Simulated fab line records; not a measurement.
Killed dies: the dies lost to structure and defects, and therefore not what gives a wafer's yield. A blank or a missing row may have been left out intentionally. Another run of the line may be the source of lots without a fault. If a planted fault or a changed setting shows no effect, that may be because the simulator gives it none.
Shared-tool check	flow gf180mcu	Lots sampled 13, wafers sampled 39

== REASON FOR OPENING ==
2 of 13 lots carry a flag on the reading NSD_RS at GF_PSD_RS_MEAS_14. Fault-free wafers read 46.14 ohm/sq, with a standard deviation of 0.093.
Rule: a lot is flagged when every wafer of it that has a number lies more than 4 standard deviations from that mean, or none has a number. All remaining lots are regarded as sound.

lot	measured	on	NSD_RS (ohm/sq), wafer by wafer	flag
L261	day 14 18:19	film_metro-02	46.20 46.32 46.33	
L263	day 15 11:42	film_metro-02	46.33 46.18 46.24	
L264	day 15 17:44	film_metro-03	46.05 46.19 46.11	
L265	day 16 00:19	film_metro-04	46.19 46.15 46.15	
L266	day 16 10:22	film_metro-02	46.30 46.20 46.16	
L268	day 17 08:49	film_metro-02	46.33 46.27 46.23	
L269	day 17 17:14	film_metro-04	46.03 46.00 46.05	
L271	day 18 08:42	film_metro-02	46.28 46.21 46.25	
L274	day 19 08:12	film_metro-04	46.75 46.85 46.85	FLAGGED
L275	day 19 17:17	film_metro-03	46.78 46.76 46.73	FLAGGED
L276	day 19 23:04	film_metro-03	46.25 46.24 46.05	
L278	day 21 02:47	film_metro-04	46.10 46.14 46.14	
L283	day 22 11:08	film_metro-04	46.04 46.07 46.06	
Average over the flagged lots: 46.79 ohm/sq; offset from the usual +0.65 ohm/sq, equal to +7 standard deviations.

== WHICH TOOL RAN EACH LOT ==
Before the reading, the record contains 2 process steps out of a 602-step route. Cell contents, in order: the tool; ch with the chambers the sampled wafers went through; the start.
lot	flag	GF_NSD_IMPLANT_09	GF_NSD_STRIP_11
L261		implanter-01 ch 0, day 13 20:34	plasma_asher-03 ch 0,1, day 13 20:52
L263		implanter-03 ch 0, day 14 12:58	plasma_asher-03 ch 0,1, day 14 13:14
L264		implanter-03 ch 0, day 14 18:55	plasma_asher-04 ch 0, day 14 19:13
L265		implanter-03 ch 0, day 15 01:47	plasma_asher-03 ch 0,1, day 15 02:05
L266		implanter-03 ch 0, day 15 12:17	plasma_asher-01 ch 0,1, day 15 12:35
L268		implanter-01 ch 0, day 16 08:52	plasma_asher-03 ch 0,1, day 16 09:10
L269		implanter-01 ch 0, day 16 17:41	plasma_asher-03 ch 0,1, day 16 17:58
L271		implanter-01 ch 0, day 17 08:43	plasma_asher-04 ch 0,1, day 17 09:00
L274	FLAGGED	implanter-01 ch 0, day 18 07:11	plasma_asher-01 ch 0,1, day 18 07:28
L275	FLAGGED	implanter-01 ch 0, day 18 15:58	plasma_asher-04 ch 0,1, day 18 16:16
L276		implanter-04 ch 0, day 18 22:31	plasma_asher-04 ch 0,1, day 18 22:49
L278		implanter-03 ch 0, day 20 01:19	plasma_asher-04 ch 0,1, day 20 01:37
L283		implanter-01 ch 0, day 21 10:44	plasma_asher-01 ch 0,1, day 21 11:02
What is done by these steps:
- GF_NSD_IMPLANT_09
- GF_NSD_STRIP_11: strips in O2/N2.
- GF_PSD_RS_MEAS_14: measures by four-point-probe.

== FLAGGED AGAINST TOTAL, ONE TOOL AT A TIME (gauges that did the reading follow at the end) ==
step	tool	lots run	flagged	share of the flagged lots	sound lots run after its first flagged lot
GF_NSD_IMPLANT_09	implanter-01	7	2	all	1 (L283)
GF_NSD_IMPLANT_09	implanter-03	5	0	none	-
GF_NSD_IMPLANT_09	implanter-04	1	0	none	-
GF_NSD_STRIP_11	plasma_asher-01	3	1	some	1 (L283)
GF_NSD_STRIP_11	plasma_asher-03	5	0	none	-
GF_NSD_STRIP_11	plasma_asher-04	5	1	some	2 (L276,L278)
GF_PSD_RS_MEAS_14	film_metro-02	5	0	none	-
GF_PSD_RS_MEAS_14	film_metro-03	3	1	some	1 (L276)
GF_PSD_RS_MEAS_14	film_metro-04	5	1	some	2 (L278,L283)

== WHAT THE TABLE PERMITS ==
In the table, 1 row covers all flagged lots: implanter-01 at GF_NSD_IMPLANT_09.
- implanter-01 at GF_NSD_IMPLANT_09: 2 of its 7 lots flagged. Lots that were sound ran on it after the first flagged one (L283); a persistent fault on the entire tool would not allow that.
There is no row in the table that ran each flagged lot and no sound lot after the first.

== WHAT WAS PUT IN BY THE SIMULATOR ==
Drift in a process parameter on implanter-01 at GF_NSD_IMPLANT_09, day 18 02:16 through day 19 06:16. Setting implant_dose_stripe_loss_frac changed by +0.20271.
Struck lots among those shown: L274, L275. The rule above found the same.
